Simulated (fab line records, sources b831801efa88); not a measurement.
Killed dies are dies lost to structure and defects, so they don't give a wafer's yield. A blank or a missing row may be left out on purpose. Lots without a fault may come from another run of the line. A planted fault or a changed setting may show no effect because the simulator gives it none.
Chamber matching | flow sky130 | SKY_POLY_CUT_ETCH_11 on rie_diel-03: 4 sister chambers
The step etches Si3N4 in CF4/CH2F2/Ar, stops on poly-Si, time 42.5 s, target depth 60 nm. 18 wafers are shown with their chamber, then 9 later ones without.

WAFERS WITH THEIR CHAMBER
wafer  | chamber | drypump_motor_current_A (A) | mfc_ar_sccm (sccm) | cf4_flow_sccm (sccm)
L314.4 | 2       | 5.0                         | 150.3              | 39.96
L314.5 | 1       | 5.3                         | 149.9              | 39.88
L314.6 | 0       | 5.8                         | 149.8              | 40.08
L315.3 | 3       | 5.9                         | 149.5              | 40.01
L315.4 | 2       | 5.0                         | 151.0              | 40.06
L315.6 | 2       | 5.0                         | 150.9              | 39.88
L316.1 | 1       | 5.3                         | 150.0              | 39.99
L316.2 | 0       | 5.8                         | 150.1              | 40.14
L316.3 | 3       | 5.8                         | 149.6              | 40.03
L319.3 | 3       | 5.8                         | 149.7              | 40.12
L319.4 | 2       | 5.0                         | 150.8              | 39.87
L319.5 | 2       | 5.0                         | 150.3              | 39.81
L320.1 | 2       | 5.0                         | 150.4              | 39.99
L320.2 | 3       | 5.8                         | 150.1              | 40.03
L320.6 | 0       | 5.8                         | 149.6              | 39.90
L321.1 | 3       | 5.8                         | 150.1              | 39.97
L321.3 | 1       | 5.3                         | 150.1              | 40.12
L321.6 | 2       | 5.0                         | 150.0              | 39.90

SIGNATURES (means of the wafers above)
reading                 | chamber 0 | chamber 1 | chamber 2 | chamber 3 | scatter within a chamber
drypump_motor_current_A | 5.800     | 5.300     | 5.000     | 5.820     | 0.0239
mfc_ar_sccm             | 149.833   | 150.000   | 150.529   | 149.800   | 0.305
cf4_flow_sccm           | 40.0400   | 39.9967   | 39.9243   | 40.0320   | 0.0905
Rule: a wafer's distance from a chamber is the root of the sum, over the readings, of the square of ((its reading less the chamber's mean) divided by the reading's scatter). The wafer belongs to the nearest chamber; if the next one is less than 2 further off, it can't be placed. The scatter: the root of (the sum of the squares of (reading less its chamber's mean) over the shown wafers, divided by (wafers less chambers)).

WAFERS WITHOUT THEIR CHAMBER
wafer  | drypump_motor_current_A (A) | mfc_ar_sccm (sccm) | cf4_flow_sccm (sccm)
L322.2 | 5.8                         | 150.3              | 40.02
L322.3 | 5.0                         | 150.5              | 40.05
L322.6 | 5.8                         | 150.0              | 40.21
L334.1 | 5.8                         | 150.2              | 39.88
L334.4 | 5.3                         | 149.5              | 39.99
L334.5 | 5.8                         | 149.8              | 39.91
L335.3 | 5.0                         | 149.4              | 40.18
L335.4 | 5.8                         | 149.8              | 40.11
L335.5 | 5.8                         | 149.5              | 40.01

WHICH CHAMBER EACH WENT THROUGH
wafer  | from the rows above     | in truth
L322.2 | can't be placed: 0 or 3 | 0
L322.3 | 2                       | 2
L322.6 | can't be placed: 0 or 3 | 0
L334.1 | can't be placed: 0 or 3 | 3
L334.4 | 1                       | 1
L334.5 | can't be placed: 0 or 3 | 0
L335.3 | 2                       | 2
L335.4 | can't be placed: 0 or 3 | 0
L335.5 | can't be placed: 0 or 3 | 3
Placed correctly: 3 of 9. Can't be placed from these rows: 6 (the true chamber is among the candidates in 6). Placed wrongly: 0.
